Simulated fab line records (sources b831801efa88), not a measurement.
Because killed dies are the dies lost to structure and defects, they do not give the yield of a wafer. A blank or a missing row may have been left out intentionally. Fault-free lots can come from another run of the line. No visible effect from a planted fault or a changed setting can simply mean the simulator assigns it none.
The tool behind it: which one?	flow sky130	41 wafers from 14 lots sampled at 2 of the route's 708 steps

## WHAT THE GAUGES SHOWED, per wafer
The record holds no reading of a measuring or inspecting step that can be judged against a usual standard deviation.

## TOOL THAT RAN EACH LOT (tool first, then ch and the chambers of the sampled wafers, then the start)
lot	SKY_SPACER_ETCHBACK_02	SKY_POLY_CUT_ETCH_11
L725	rie diel-02 ch 1,2,3, day 23 18:40	rie diel-03 ch 0,1,2, day 25 00:53
L726	rie diel-02 ch 0,2,3, day 24 18:44	rie diel-04 ch 0,2,3, day 26 00:21
L727	rie diel-02 ch 0,2, day 24 22:31	rie diel-03 ch 0,1, day 26 04:07
L730	rie diel-03 ch 0,2,3, day 25 12:38	rie diel-04 ch 1,2, day 26 17:43
L729	rie diel-02 ch 1,2, day 25 13:50	rie diel-03 ch 1,2,3, day 26 19:31
L731	rie diel-01 ch 1,3, day 25 13:50	rie diel-02 ch 0,3, day 26 19:10
L732	rie diel-03 ch 0,1, day 26 01:55	rie diel-04 ch 1,3, day 27 06:43
L733	rie diel-03 ch 0,1,3, day 26 14:27	rie diel-03 ch 0,1,3, day 27 18:44
L734	rie diel-02 ch 1,3, day 27 01:13	rie diel-03 ch 0,2, day 28 06:35
L735	rie diel-03 ch 1,3, day 27 02:26	rie diel-02 ch 0,2, day 28 06:58
L736	rie diel-02 ch 0,2,3, day 27 05:23	rie diel-03 ch 0,1, day 28 10:07
L739	rie diel-02 ch 1,3, day 28 13:49	rie diel-04 ch 0,2,3, day 29 17:56
L742	rie diel-02 ch 1,2, day 29 04:20	rie diel-04 ch 2,3, day 30 08:32
L748	rie diel-03 ch 0,1,3, day 30 15:38	rie diel-03 ch 1,2,3, day 31 19:48
- SKY_SPACER_ETCHBACK_02: etches Si3N4 in CH3F/O2, stops on SiO2, time 46.7 s, target depth 45 nm.
- SKY_POLY_CUT_ETCH_11: etches Si3N4 in CF4/CH2F2/Ar, stops on poly-Si, time 42.5 s, target depth 60 nm.

## WHAT THE TOOLS THEMSELVES READ (means of the sampled wafers that have a number; where no wafer has one, the mark that the record gives instead)
SKY_SPACER_ETCHBACK_02. Usual: ch3f flow sccm 39.99 sccm, standard deviation 0.11; drypump motor current A 5.7 A, standard deviation 0.42; oes product au 0.856 a.u., standard deviation 0.0063; run length s 75.0 s, standard deviation 0.43; throttle valve pct 10.563 %, standard deviation 0.0088.
lot	tool	ch3f flow sccm (sccm)	drypump motor current A (A)	oes product au (a.u.)	run length s (s)	throttle valve pct (%)	flag
L725	rie diel-02	40.01	5.6	0.855	74.7	10.568	
L726	rie diel-02	40.01	5.3	0.862	75.1	10.565	
L727	rie diel-02	39.90	5.2	0.851	74.9	10.573	
L730	rie diel-03	40.00	5.8	0.854	75.0	10.560	
L729	rie diel-02	40.07	5.6	0.857	74.5	10.562	
L731	rie diel-01	40.01	5.9	0.859	75.0	10.553	
L732	rie diel-03	39.93	5.8	0.852	74.8	10.564	
L733	rie diel-03	39.91	5.8	0.854	74.8	10.567	
L734	rie diel-02	39.97	5.6	0.862	75.4	10.558	
L735	rie diel-03	39.96	5.6	0.853	74.7	10.573	
L736	rie diel-02	40.05	5.3	0.850	75.3	10.561	
L739	rie diel-02	39.98	5.7	0.824	79.2	10.557	OFF
L742	rie diel-02	40.11	5.8	0.804	80.8	10.570	OFF
L748	rie diel-03	40.00	5.8	0.856	74.8	10.569	

SKY_POLY_CUT_ETCH_11. Usual: drypump motor current A 5.70 A, standard deviation 0.29; oes product au 0.830 a.u., standard deviation 0.0063; throttle valve pct 14.993 %, standard deviation 0.0095.
lot	tool	drypump motor current A (A)	oes product au (a.u.)	throttle valve pct (%)	flag
L725	rie diel-03	5.74	0.829	14.996	
L726	rie diel-04	5.66	0.829	14.990	
L727	rie diel-03	5.83	0.833	14.986	
L730	rie diel-04	5.74	0.829	14.988	
L729	rie diel-03	5.67	0.830	14.991	
L731	rie diel-02	5.28	0.829	14.987	
L732	rie diel-04	5.72	0.833	14.994	
L733	rie diel-03	5.77	0.835	14.991	
L734	rie diel-03	5.88	0.826	14.993	
L735	rie diel-02	5.31	0.836	15.005	
L736	rie diel-03	5.68	0.823	14.995	
L739	rie diel-04	5.65	0.819	14.985	
L742	rie diel-04	5.59	0.819	14.997	
L748	rie diel-03	5.64	0.823	14.997	

## THE ANSWER, worked out from the rows above alone
Rule: a lot is off if the mean of its wafers that have a number lies more than 3 standard deviations from the usual mean. Also off: a lot with no number at a reading for which 4 or more lots have one. The other lots that the step has rows for count as sound. Order of review: gauges by route order, followed by the tools' own readings, for which a lot's mean as printed above is used. The first step at which some lot is off is used, and at that step the reading that is off furthest; a lot without a number counts as furthest.
Off at SKY_SPACER_ETCHBACK_02 (run length s): L739, L742.
If a tool, at that step or one of the process steps before it, ran each lot that is off and ran no sound lot following the first of them, it fits. One fits: rie diel-02 at SKY_SPACER_ETCHBACK_02. A fault onset in the window from L736 (day 27 05:23, its last sound lot) to L739 (day 28 13:49, its first lot off) fits.
The tool's own readings at SKY_SPACER_ETCHBACK_02 bear it out: on the lots that are off they differ by more than 5 times the standard deviation of the sound lots' means. oes product au reads 0.814 a.u. there against 0.855 a.u. on the sound lots; run length s reads 80.0 s there against 74.9 s on the sound lots.

## WHAT THE SIMULATOR PUT IN
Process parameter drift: rie diel-02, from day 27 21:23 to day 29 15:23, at SKY_SPACER_ETCHBACK_02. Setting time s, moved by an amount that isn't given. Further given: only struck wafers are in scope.
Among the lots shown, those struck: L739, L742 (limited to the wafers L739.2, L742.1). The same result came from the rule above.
